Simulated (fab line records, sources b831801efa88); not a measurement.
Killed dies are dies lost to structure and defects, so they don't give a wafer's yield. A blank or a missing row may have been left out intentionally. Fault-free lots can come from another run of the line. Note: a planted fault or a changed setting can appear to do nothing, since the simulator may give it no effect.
One fault seen from 2 desks + flow sky130 + what lay behind the numbers comes last; until then each desk has only its own

## AT THE TOOL OWNER'S DESK: litho track-03
The tool's own readings at SKY_VT_ADJUST_PCH_DEVELOP_06 (develop time 60 s): means of the sampled wafers that have a number, for each lot that ran on this tool. Any lot whose mean is over 4 standard deviations away from the usual mean is out of limits and marked OUT; that distance is given in the brackets.
Columns: A = chill plate temp C at SKY_VT_ADJUST_PCH_DEVELOP_06, usual 22.99 C
| lot  | first seen here | A     |
|------|-----------------|-------|
| L472 | day 11 09:00    | 22.91 |
| L478 | day 13 06:00    | 22.98 |
| L479 | day 13 11:00    | 22.88 |
| L482 | day 14 09:00    | 22.93 |
| L491 | day 17 10:00    | 22.92 |
This desk's verdict: no lot among the 5 shows anything out of limits.

## FROM THE METROLOGY DESK
What the gauges read, lot by lot, whatever tool the lot ran on: means of the sampled wafers that have a number. Any lot whose mean is over 4 standard deviations away from the usual mean is out of limits and marked OUT; that distance is given in the brackets.
Columns: A = VT_ADJUST_HVTP_TW at SKY_VT_ADJUST_HVTP_TW_MEAS_11, usual 1355; B = VT_ADJUST_LVTN_2_TW at SKY_VT_ADJUST_LVTN_TW_MEAS_21, usual 188.1; C = VT_ADJUST_NCORE_TW at SKY_VT_ADJUST_NCORE_TW_MEAS_11, usual 219.4; D = VT_ADJUST_PCH_OVL at SKY_VT_ADJUST_PCH_OVL_MEAS_07, usual 0.1 nm
| lot  | first seen here | A    | B     | C     | D    |
|------|-----------------|------|-------|-------|------|
| L471 | day 6 15:02     | 1373 | 189.4 | 217.1 | -0.5 |
| L472 | day 7 00:55     | 1368 | 189.1 | 222.2 | 0.7  |
| L473 | day 7 03:42     | 1346 | 186.5 | 221.1 | -0.6 |
| L476 | day 7 23:05     | 1365 | 189.7 | 217.6 | 0.3  |
| L478 | day 8 12:24     | 1342 | 186.1 | 219.5 | -    |
| L479 | day 8 16:40     | 1367 | 190.0 | 219.6 | -    |
| L482 | day 9 10:47     | 1353 | 188.3 | 216.7 | -    |
| L486 | day 10 16:20    | 1368 | 189.2 | 219.5 | -0.2 |
| L487 | day 10 17:14    | 1342 | 189.2 | 219.8 | -0.7 |
| L489 | day 11 12:17    | 1370 | 186.6 | 220.5 | 1.2  |
| L490 | day 11 18:26    | 1344 | 185.9 | 221.0 | 0.5  |
| L491 | day 11 22:37    | 1345 | 187.2 | 217.2 | 0.9  |
| L492 | day 12 08:11    | 1336 | 186.8 | 219.4 | -1.4 |
This desk's verdict: no lot among the 13 shows anything out of limits.

## ALL TOGETHER
The tool owner's desk saw nothing out of limits.
At the metrology desk, nothing out of limits was observed.

## WHAT THE SIMULATOR HAD PUT IN
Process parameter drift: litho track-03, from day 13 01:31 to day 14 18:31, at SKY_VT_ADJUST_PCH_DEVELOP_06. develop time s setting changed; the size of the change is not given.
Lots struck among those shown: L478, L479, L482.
